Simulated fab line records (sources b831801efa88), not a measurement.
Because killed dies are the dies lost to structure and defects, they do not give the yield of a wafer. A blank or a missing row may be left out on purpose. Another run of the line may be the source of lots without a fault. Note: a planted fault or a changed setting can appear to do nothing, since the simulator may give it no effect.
Matching of chambers    flow gf180mcu    4 sister chambers for GF_CONTACT_CMP_27 on cmp-02
The step polishes, stops on SiO2, t overpolish 15 s, target thk 0 nm. 4 wafers are shown with their chamber, then 8 later ones without.

## WAFERS PAIRED WITH THEIR CHAMBERS
wafer   chamber  timeToEndpointS (s)
L996.4  2        69
L997.6  3        75
L999.6  1        73
L107.2  0        76

## WAFERS WITH NO CHAMBER GIVEN
wafer   timeToEndpointS (s)
L107.4  74
L107.5  73
L108.3  73
L108.4  68
L108.6  68
L109.1  66
L109.2  69
L109.5  70

## EACH ONE'S CHAMBER
wafer    from the rows above            in truth
L107.4   can't be placed: 1 or 3 or 0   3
L107.5   can't be placed: 1 or 3        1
L108.3   can't be placed: 1 or 3        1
L108.4   2                              2
L108.6   2                              2
L109.1   2                              2
L109.2   2                              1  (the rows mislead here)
L109.5   can't be placed: 2 or 1        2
Correctly placed: 3 of 8. These rows do not allow placing 4 (true chamber among the candidates in 4). Placed wrongly: 1.
How it was worked out, from the rows above alone: a wafer's distance from a chamber is the root of the sum, over the readings, of the square of ((its reading less the chamber's mean) divided by the reading's scatter). The wafer belongs to the nearest chamber; if the next one is less than 2 further off, it can't be placed. A chamber's mean is the mean of its shown wafers. The scatter: root of mean squared gap, hidden wafer to nearest shown wafer, with one shown wafer a chamber.
